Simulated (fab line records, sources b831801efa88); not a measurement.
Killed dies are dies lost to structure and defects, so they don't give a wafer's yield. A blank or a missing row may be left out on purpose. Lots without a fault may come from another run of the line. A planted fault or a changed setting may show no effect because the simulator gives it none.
One fault seen from 2 desks | flow gf180mcu | each desk has only its own numbers; what lay behind them comes last

THE TOOL OWNER'S DESK: krf_scanner-02
The tool's own readings at GF_M3_EXPOSE_11 (exposes mask Metal3, target cd 280 nm): means of the sampled wafers that have a number, for each lot that ran on this tool. A lot is out of limits, marked OUT, if its mean lies more than 4 standard deviations from the usual mean; the brackets give that distance.
Columns: A = exposure_dose_mJ_cm2 at GF_M3_EXPOSE_11, usual 27.974
lot  | first seen here | A
L948 | day 20 19:46    | 28.034
L949 | day 21 02:08    | 27.970
L950 | day 21 10:44    | 27.987
L951 | day 21 17:58    | 27.987
L953 | day 22 21:27    | 27.161 (-29) OUT
L967 | day 27 16:09    | 27.977
L969 | day 27 23:04    | 27.997
L971 | day 28 08:42    | 27.976
This desk's finding: out of limits on L953; first on L953, day 22 21:27 (exposure_dose_mJ_cm2 at GF_M3_EXPOSE_11). In limits: L948, L949, L950, L951, L967, L969, L971.

THE METROLOGY DESK
What the gauges read, lot by lot, whatever tool the lot ran on: means of the sampled wafers that have a number. A lot is out of limits, marked OUT, if its mean lies more than 4 standard deviations from the usual mean; the brackets give that distance.
Columns: A = V2_CVD_02_THK at GF_V2_THK_MEAS_03, usual 853 nm; B = V2_W_RS at GF_V2_RS_MEAS_24, usual 0.328 ohm/sq; C = cd_nm at GF_M3_CD_MEAS_14, usual 279.7 nm
lot  | first seen here | A   | B     | C
L948 | day 19 05:24    | 852 | 0.335 | 282.1
L949 | day 19 12:39    | 846 | 0.327 | 279.7
L950 | day 19 21:08    | 844 | 0.327 | 280.2
L951 | day 20 03:29    | 852 | 0.326 | 280.6
L953 | day 21 07:58    | 858 | 0.328 | 260.7 (-16) OUT
L956 | day 22 21:34    | 853 | 0.333 | 279.9
L962 | day 24 18:23    | 846 | 0.325 | 280.0
L963 | day 24 18:34    | 841 | 0.320 | 279.2
L965 | day 25 15:07    | 853 | 0.322 | 278.9
L968 | day 26 06:01    | 842 | 0.335 | 279.1
L967 | day 26 06:53    | 851 | 0.323 | 279.9
L969 | day 26 14:47    | 861 | 0.323 | 278.8
L971 | day 27 00:44    | 860 | 0.336 | 280.3
This desk's finding: out of limits on L953; first on L953, day 23 08:36 (cd_nm at GF_M3_CD_MEAS_14). In limits: L948, L949, L950, L951, L956, L962, L963, L965, L968, L967, L969, L971.

PUT TOGETHER
The tool owner's desk could have raised an alarm at day 22 21:27, on L953.
The metrology desk could have raised an alarm at day 23 08:36, on L953.
Of the lots named, all ran GF_M3_EXPOSE_11 on krf_scanner-02.

WHAT THE SIMULATOR HAD PUT IN
Process parameter drift: krf_scanner-02, from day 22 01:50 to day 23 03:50, at GF_M3_EXPOSE_11. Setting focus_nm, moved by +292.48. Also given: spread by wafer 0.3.
Lots struck among those shown: L953.
Hours from the fault's start to each desk's first reading out of limits: the tool owner's desk, 20; the metrology desk, 31.
